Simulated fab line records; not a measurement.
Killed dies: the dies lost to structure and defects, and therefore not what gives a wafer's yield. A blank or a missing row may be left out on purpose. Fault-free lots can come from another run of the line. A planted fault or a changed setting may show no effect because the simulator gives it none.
Matching of chambers -- flow sky130 -- SKY_CAP2M_CVD_00 on pecvd-03 has 3 sister chambers
The step deposits SiO2, target thk 15.5 nm. 3 wafers are shown with their chamber, then 8 later ones without.

## EACH WAFER AND ITS CHAMBER
wafer,chamber,heater_power_w (W)
L552.2,0,752
L552.4,1,607
L556.2,2,850

## WAFERS WITHOUT THEIR CHAMBER
wafer,heater_power_w (W)
L556.3,624
L556.5,722
L563.1,666
L563.2,598
L563.5,623
L564.1,759
L564.2,684
L564.3,844

## WHICH CHAMBER EACH WENT THROUGH
wafer,from the rows above,in truth
L556.3,1,1
L556.5,0,0
L563.1,can't be placed: 1 or 0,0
L563.2,1,1
L563.5,1,1
L564.1,0,0
L564.2,can't be placed: 0 or 1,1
L564.3,2,2
6 of 8 placed correctly. Cannot be placed on the basis of these rows: 2; the candidates contain the true chamber in 2. Wrongly placed: 0.
How it was worked out, from the rows above alone: a wafer's distance from a chamber is the root of the sum, over the readings, of the square of ((its reading less the chamber's mean) divided by the reading's scatter). If the next closest chamber is less than 2 further off than the closest, the wafer can't be placed; otherwise it belongs to the closest. For every chamber, the mean is computed from those of its wafers that are shown. The scatter (one wafer shown for each chamber): square how far every hidden wafer sits from the nearest shown wafer, average those squares and take the square root.
